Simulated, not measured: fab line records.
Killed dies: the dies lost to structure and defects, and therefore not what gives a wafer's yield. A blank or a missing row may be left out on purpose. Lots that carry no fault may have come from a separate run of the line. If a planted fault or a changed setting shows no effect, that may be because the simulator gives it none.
A struck lot beside a sound one || flow sky130 || 35 steps out of a route of 708
Sound: wafers L995.1, L995.3, L995.4. Wafers L100.4, L100.5, L100.6 were the ones struck. At the end, the cause is stated.
Each step with rows lists, per side, the tool, then ch with its chambers, then its first start. Under that, the readings that differ: sound wafers || struck wafers || difference of the means || sigmas: that difference in standard deviations of wafers without a fault.
alike: readings whose means differ by less than 2 such deviations, and words and numbers that are the same on both sides. not compared: withheld readings, readings that some wafer has no value for, bounds like >300 that may hide the same value, and numbers for which the record gives no deviation and whose values overlap.
The two part at a step that has a row with sigmas, a row that says differs or no value, or rows on one side only. Numbers that don't overlap but have no deviation are shown without sigmas and don't part them. A reading missing from all wafers of one side parts the sides only when that side holds two or more wafers.

first, 8 steps without rows for these wafers: SKY_CAPM_SPUTTER_02 (material TiN, target thk 200 nm, time 166.7 s); SKY_CAPM_DEHYDRATE_05 (time 60 s); SKY_CAPM_HMDS_06 (prime time 60 s); SKY_CAPM_COAT_07 (resist thk 1140 nm); SKY_CAPM_SOFTBAKE_08 (time 60 s); SKY_CAPM_EXPOSE_09 (exposes mask CAPM, target cd 1000 nm); SKY_CAPM_PEB_10; SKY_CAPM_DEVELOP_11 (develop time 60 s).
SKY_CAPM_METAL_ETCH_13: etches TiN in Cl2/BCl3, stops on SiO2, target depth 220 nm, time 62.9 s.
  sound on rie-metal-03 ch 0,1, day 40 23:34; struck on rie-metal-02 ch 0,1, day 42 09:56
  alike: chamber-pressure-mTorr, drypump-motor-current-A, oes-product-au, throttle-valve-pct
  not compared: rf-hours-counter-h
then, 25 steps without rows for these wafers: SKY_CAPM_STRIP_14 (strips in O2/N2); SKY_CAPM_STRIP_15 (strips in post etch residue remover, time 1200 s); SKY_CAPM_CLEAN_16 (cleans in IPA, time 180 s); SKY_CAPM_CLEAN_17 (cleans in O3/DIW); SKY_METAL3_DEHYDRATE_05 (time 60 s); SKY_METAL3_HMDS_06 (prime time 60 s); SKY_METAL3_COAT_07 (resist thk 60 nm); SKY_METAL3_COAT_08 (resist thk 1140 nm); SKY_METAL3_SOFTBAKE_09 (time 90 s); SKY_METAL3_EXPOSE_10 (exposes mask MM3, target cd 300 nm); SKY_METAL3_PEB_11; SKY_METAL3_DEVELOP_12 (develop time 60 s); SKY_METAL3_DESCUM_15 (chemistry O2, time 8 s); SKY_METAL3_ETCH_16 (etches BARC in N2/H2, stops on SiO2, time 88.2 s, target depth 60 nm); SKY_METAL3_ETCH_17 (etches SiO2 in C4F8/O2/Ar, stops on TiN, time 3.9 s, target depth 15 nm); SKY_METAL3_METAL_ETCH_18 (etches the open film in Cl2/BCl3, stops on SiO2, target depth 845 nm, time 183.1 s); SKY_METAL3_STRIP_19 (strips in O2/N2); SKY_METAL3_STRIP_20 (strips in post etch residue remover, time 1200 s); SKY_METAL3_CLEAN_21 (cleans in IPA, time 180 s); SKY_METAL3_CLEAN_22 (cleans in O3/DIW); SKY_VIA3_HDPCVD_00 (deposits SiO2, target thk 1635 nm, time 272.5 s); SKY_VIA3_CMP_02 (polishes SiO2); SKY_VIA3_DEHYDRATE_04 (time 60 s); SKY_VIA3_HMDS_05 (prime time 60 s); SKY_VIA3_COAT_06 (resist thk 60 nm).
-- the record jumps here: 7 days lie between the struck wafers' starts before and after (it left off in module VIA3 and takes up again in module PAD_OPEN, whose first step shown is number 708 of the route) --
SKY_PAD_OPEN_PROBE_99:
  sound on prober-02, day 48 15:24; struck on prober-01, day 49 16:40
{"reading": "defect-limited-yield (%)", "sound": "81.3 80.5 82.3", "struck": "68.1 75.6 71.3", "difference": -9.7, "sigmas": -5}
{"reading": "killed-at-contacts", "sound": "31 27 27", "struck": "19 13 19", "difference": -11, "sigmas": -2}
{"reading": "killed-at-other", "sound": "0 0 1", "struck": "73 53 70", "difference": "+65", "sigmas": "+99 or more"}
{"reading": "killed-dies", "sound": "92 96 87", "struck": "157 120 141", "difference": "+48", "sigmas": "+5"}
{"reading": "sort_bin_3_pad_short (%)", "sound": "0.8 0.6 1.0", "struck": "5.9 4.9 4.7", "difference": "+4.4", "sigmas": "+11"}
{"reading": "sort_bin_5_function (%)", "sound": "11.2 12.2 8.5", "struck": "18.5 12.6 17.1", "difference": "+5.4", "sigmas": "+4"}
{"reading": "sort-n-pass", "sound": "400 396 405", "struck": "335 372 351", "difference": -48, "sigmas": -5}
{"reading": "sort-yield-pct (%)", "sound": "81.3 80.5 82.3", "struck": "68.1 75.6 71.3", "difference": -9.7, "sigmas": -5}
{"reading": "model.etest.tester.sort-n-pass", "sound": "400 396 405", "struck": "335 372 351", "difference": -48, "sigmas": ""}
{"reading": "model.etest.tester.sort-yield-pct (%)", "sound": "81.3 80.49 82.32", "struck": "68.09 75.61 71.34", "difference": -9.69, "sigmas": ""}
{"reading": "model.etest.tester.sort_bin_5_pct (%)", "sound": "11.18 12.2 8.537", "struck": "18.5 12.6 17.07", "difference": "+5.4", "sigmas": ""}
{"reading": "model.etest.tester.sort_bin_3_pct (%)", "sound": "0.813 0.6098 1.016", "struck": "5.894 4.878 4.675", "difference": "+4.336", "sigmas": ""}
  alike: killed_at_M0_to_M3, killed_at_M4_up, killed-at-front-end, killed-open, killed-short, sort_bin_6_memory

== WHERE THEY PART ==
SKY_PAD_OPEN_PROBE_99 only, going by this record.

WHY: the cause the simulator had injected
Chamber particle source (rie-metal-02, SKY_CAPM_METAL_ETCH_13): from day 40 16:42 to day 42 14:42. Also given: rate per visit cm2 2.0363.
